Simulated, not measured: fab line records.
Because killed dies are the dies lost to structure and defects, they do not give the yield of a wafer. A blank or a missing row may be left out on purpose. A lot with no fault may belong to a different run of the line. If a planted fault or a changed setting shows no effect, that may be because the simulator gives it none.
Which tool did it?    flow sky130    21 wafers sampled from 7 lots at 1 step of a route of 708

== WHAT EACH GAUGE READ, for each wafer ==
SKY_VIA4_RS_MEAS_19: the measuring method here is four-point-probe.
lot   measured      on            VIA4_W_RS (ohm/sq)
L291  day 43 06:26  filmMetro-03  0.225 0.226 0.228
L294  day 44 04:28  filmMetro-02  0.226 0.226 0.223
L296  day 44 19:41  filmMetro-02  0.224 0.225 0.223
L302  day 46 05:55  filmMetro-02  0.218 0.229 0.221
L304  day 46 14:31  filmMetro-02  0.229 0.223 0.230
L310  day 48 03:11  filmMetro-02  0.216 0.213 0.225
L312  day 48 20:06  filmMetro-01  0.216 0.217 0.228

== WHAT TOOL EACH LOT RAN ON (gives the tool, then ch and the chambers of the sampled wafers, and finally the start) ==
No process step before these readings appears in the record.

== THE ANSWER, worked out from the rows above alone ==
Rule: the usual values come from the lots themselves. Put in order of their means at a reading, lots are off if they are a third of the lots or fewer, leave a main group of 4 or more, and stand apart from it by a gap of 3 or more times the standard deviation of the main group's means; of several such gaps the widest counts. A main group whose means are all the same, to the digits that the tables above print for the reading, isn't used. A lot without any number at a reading at which 4 lots or more have one is off too. Any other lot the step has rows for is counted as sound.
No lot is off on any of the readings shown, so nothing can be concluded from this.

== WHAT THE SIMULATOR HAD PUT IN ==
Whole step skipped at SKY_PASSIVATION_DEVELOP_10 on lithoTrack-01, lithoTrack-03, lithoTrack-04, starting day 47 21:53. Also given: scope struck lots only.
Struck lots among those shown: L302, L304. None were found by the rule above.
